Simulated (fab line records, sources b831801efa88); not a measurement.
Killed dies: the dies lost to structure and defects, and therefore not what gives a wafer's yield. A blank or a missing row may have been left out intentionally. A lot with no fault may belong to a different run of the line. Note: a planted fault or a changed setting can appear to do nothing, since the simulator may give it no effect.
Matching of chambers || flow sky130 || SKY_VIA3_ETCH_14 on rieDiel-02: 4 sister chambers
The step etches BARC in N2/H2, stops on SiO2, time 45.9 s, target depth 60 nm. 14 wafers are shown with their chamber, then 7 later ones without.

WAFERS, EACH WITH ITS CHAMBER
{"wafer": "L076.2", "chamber": 3, "drypumpMotorCurrentA (A)": 6.4, "oesProductAu (a.u.)": 0.860, "throttleValvePct (%)": 13.240}
{"wafer": "L076.3", "chamber": 2, "drypumpMotorCurrentA (A)": 6.2, "oesProductAu (a.u.)": 0.858, "throttleValvePct (%)": 13.231}
{"wafer": "L076.4", "chamber": 1, "drypumpMotorCurrentA (A)": 6.1, "oesProductAu (a.u.)": 0.851, "throttleValvePct (%)": 13.222}
{"wafer": "L080.1", "chamber": 0, "drypumpMotorCurrentA (A)": 5.7, "oesProductAu (a.u.)": 0.856, "throttleValvePct (%)": 13.236}
{"wafer": "L080.4", "chamber": 2, "drypumpMotorCurrentA (A)": 6.2, "oesProductAu (a.u.)": 0.858, "throttleValvePct (%)": 13.239}
{"wafer": "L080.6", "chamber": 1, "drypumpMotorCurrentA (A)": 6.1, "oesProductAu (a.u.)": 0.850, "throttleValvePct (%)": 13.239}
{"wafer": "L082.2", "chamber": 2, "drypumpMotorCurrentA (A)": 6.2, "oesProductAu (a.u.)": 0.860, "throttleValvePct (%)": 13.231}
{"wafer": "L082.4", "chamber": 0, "drypumpMotorCurrentA (A)": 5.7, "oesProductAu (a.u.)": 0.853, "throttleValvePct (%)": 13.242}
{"wafer": "L082.5", "chamber": 2, "drypumpMotorCurrentA (A)": 6.2, "oesProductAu (a.u.)": 0.857, "throttleValvePct (%)": 13.224}
{"wafer": "L089.1", "chamber": 1, "drypumpMotorCurrentA (A)": 6.2, "oesProductAu (a.u.)": 0.855, "throttleValvePct (%)": 13.221}
{"wafer": "L089.4", "chamber": 0, "drypumpMotorCurrentA (A)": 5.7, "oesProductAu (a.u.)": 0.851, "throttleValvePct (%)": 13.221}
{"wafer": "L089.5", "chamber": 1, "drypumpMotorCurrentA (A)": 6.1, "oesProductAu (a.u.)": 0.854, "throttleValvePct (%)": 13.222}
{"wafer": "L090.1", "chamber": 2, "drypumpMotorCurrentA (A)": 6.2, "oesProductAu (a.u.)": 0.863, "throttleValvePct (%)": 13.210}
{"wafer": "L090.4", "chamber": 3, "drypumpMotorCurrentA (A)": 6.4, "oesProductAu (a.u.)": 0.854, "throttleValvePct (%)": 13.239}

SIGNATURES (means of the wafers above)
{"reading": "drypumpMotorCurrentA", "chamber 0": 5.700, "chamber 1": 6.125, "chamber 2": 6.200, "chamber 3": 6.400, "scatter within a chamber": 0.0274}
{"reading": "oesProductAu", "chamber 0": 0.85333, "chamber 1": 0.85250, "chamber 2": 0.85920, "chamber 3": 0.85700, "scatter within a chamber": 0.00265}
{"reading": "throttleValvePct", "chamber 0": 13.23300, "chamber 1": 13.22600, "chamber 2": 13.22700, "chamber 3": 13.23950, "scatter within a chamber": 0.00967}
Rule: for a wafer and a chamber, the distance is found by dividing, reading by reading, the gap between the wafer's reading and the chamber's mean by the reading's scatter, squaring, summing and taking the root. The wafer belongs to the nearest chamber; if the next one is less than 2 further off, it can't be placed. The scatter is the square root of a quotient: the sum, over the shown wafers, of each reading's squared deviation from its chamber's mean, divided by wafers minus chambers.

WAFERS WITHOUT THEIR CHAMBER
{"wafer": "L090.5", "drypumpMotorCurrentA (A)": 6.2, "oesProductAu (a.u.)": 0.862, "throttleValvePct (%)": 13.228}
{"wafer": "L093.3", "drypumpMotorCurrentA (A)": 6.4, "oesProductAu (a.u.)": 0.860, "throttleValvePct (%)": 13.238}
{"wafer": "L093.4", "drypumpMotorCurrentA (A)": 6.1, "oesProductAu (a.u.)": 0.867, "throttleValvePct (%)": 13.230}
{"wafer": "L093.6", "drypumpMotorCurrentA (A)": 5.7, "oesProductAu (a.u.)": 0.861, "throttleValvePct (%)": 13.222}
{"wafer": "L097.1", "drypumpMotorCurrentA (A)": 5.7, "oesProductAu (a.u.)": 0.867, "throttleValvePct (%)": 13.228}
{"wafer": "L097.4", "drypumpMotorCurrentA (A)": 6.1, "oesProductAu (a.u.)": 0.853, "throttleValvePct (%)": 13.231}
{"wafer": "L097.6", "drypumpMotorCurrentA (A)": 6.2, "oesProductAu (a.u.)": 0.856, "throttleValvePct (%)": 13.229}

EACH ONE'S CHAMBER
{"wafer": "L090.5", "from the rows above": 2, "in truth": 2}
{"wafer": "L093.3", "from the rows above": 3, "in truth": 3}
{"wafer": "L093.4", "from the rows above": "can't be placed: 2 or 1", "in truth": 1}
{"wafer": "L093.6", "from the rows above": 0, "in truth": 0}
{"wafer": "L097.1", "from the rows above": 0, "in truth": 0}
{"wafer": "L097.4", "from the rows above": 1, "in truth": 1}
{"wafer": "L097.6", "from the rows above": "can't be placed: 2 or 1", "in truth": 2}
5 of 7 placed correctly. Unplaceable from these rows: 2, with the true chamber sitting among the candidates in 2. Placed wrongly: 0.
